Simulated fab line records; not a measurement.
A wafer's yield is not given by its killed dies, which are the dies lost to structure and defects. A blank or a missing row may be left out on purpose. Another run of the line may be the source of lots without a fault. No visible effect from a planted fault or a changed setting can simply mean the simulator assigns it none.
Problem report in the 8D (eight disciplines) form, filled by code | flow sfq line | the parts of the form that need people (team, actions taken, sign-off) are left out

1. WHAT WENT WRONG
Wafers with no fault read 594.5 W with a standard deviation of 2.5, whereas rf fwd power W at SFQ_TRILAYER_M3_BARC_OPEN_METAL_ETCH_100 reads a mean of 500.1 W on 1 wafer of 1 lot. Relative to the usual mean, that is a shift of -38 standard deviations.
The step: etches BARC in O2, target depth 125 nm, time 41.7 s.
First observed at day 43 22:08: wafer L659.5, on rie metal-03. At this step, 15 wafers from 5 lots have a number in the record. Rule for "out" (also "out of limits"): further than 4 standard deviations from the usual mean. The rest of the wafers with a number are treated as sound.

2. WHAT IT IS, WHAT IT ISN'T
question                    | is                | is not
which readings at this step | rf fwd power W    | bias w, drypump motor current A, he backside leak sccm, oes product au
which lots                  | L659              | L648, L662, L667, L668
which wafers of those lots  | L659.5            | L659.1, L659.4
read on which tools         | rie metal-03      | rie metal-02, rie metal-04
when                        | from day 43 22:08 | up to then (5 sound wafers); but 9 sound wafers of L662, L667, L668 came after

3. SUSPECTS, AND WHAT RULES EACH OUT
Counting: a tool at a process step up to the reading stays a suspect if it ran every lot that is out. Sound lots after the first of them don't rule it out here, since some wafers of a struck lot are sound.
- pvd sputter-06 at SFQ_TRILAYER_M3_DEP_SPUTTER_073 (material Nb, target thk 200 nm, time 133.3 s): kept. It ran the lot that is out, L659 (day 38 07:11).
- rie metal-03 at SFQ_TRILAYER_M3_BARC_OPEN_METAL_ETCH_100 (etches BARC in O2, target depth 125 nm, time 41.7 s): kept. It ran the lot that is out, L659 (day 43 22:08). Its own rf fwd power W readings are out on those wafers.
- Within rie metal-03 at SFQ_TRILAYER_M3_BARC_OPEN_METAL_ETCH_100, the wafers that are out were processed in chamber 1 and their sound lot-mates in chamber 0.
The count leaves rie metal-03 at SFQ_TRILAYER_M3_BARC_OPEN_METAL_ETCH_100 and pvd sputter-06 at SFQ_TRILAYER_M3_DEP_SPUTTER_073.

4. THE CAUSE (what the simulator had put in)
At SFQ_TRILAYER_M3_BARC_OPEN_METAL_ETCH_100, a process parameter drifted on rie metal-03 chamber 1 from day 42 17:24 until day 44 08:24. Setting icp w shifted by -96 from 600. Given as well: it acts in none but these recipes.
After counting, 2 suspects remain, this tool included.

5. THE CHAIN OF EFFECTS, in route order
Rows list readings where the struck wafers' mean (over those with a number) sits beyond 3 standard deviations from the usual. Scope: only readings with a usual standard deviation given in the record; hours: median across lots of the time from each lot's start at the first step in this table that gives one to its start at this step; sigmas: change in usual standard deviations.
hours | step                                     | reading        | usual   | on struck wafers | change | sigmas
0     | SFQ_TRILAYER_M3_BARC_OPEN_METAL_ETCH_100 | rf fwd power W | 594.5 W | 500.1            | -94.4  | -38
The process steps in it:
- SFQ_TRILAYER_M3_BARC_OPEN_METAL_ETCH_100: etches BARC in O2, target depth 125 nm, time 41.7 s.

6. WHAT WOULD HAVE CAUGHT IT SOONER
In this record the first reading out of limits was taken at day 43 22:08, 29 hours after the fault began at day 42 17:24.
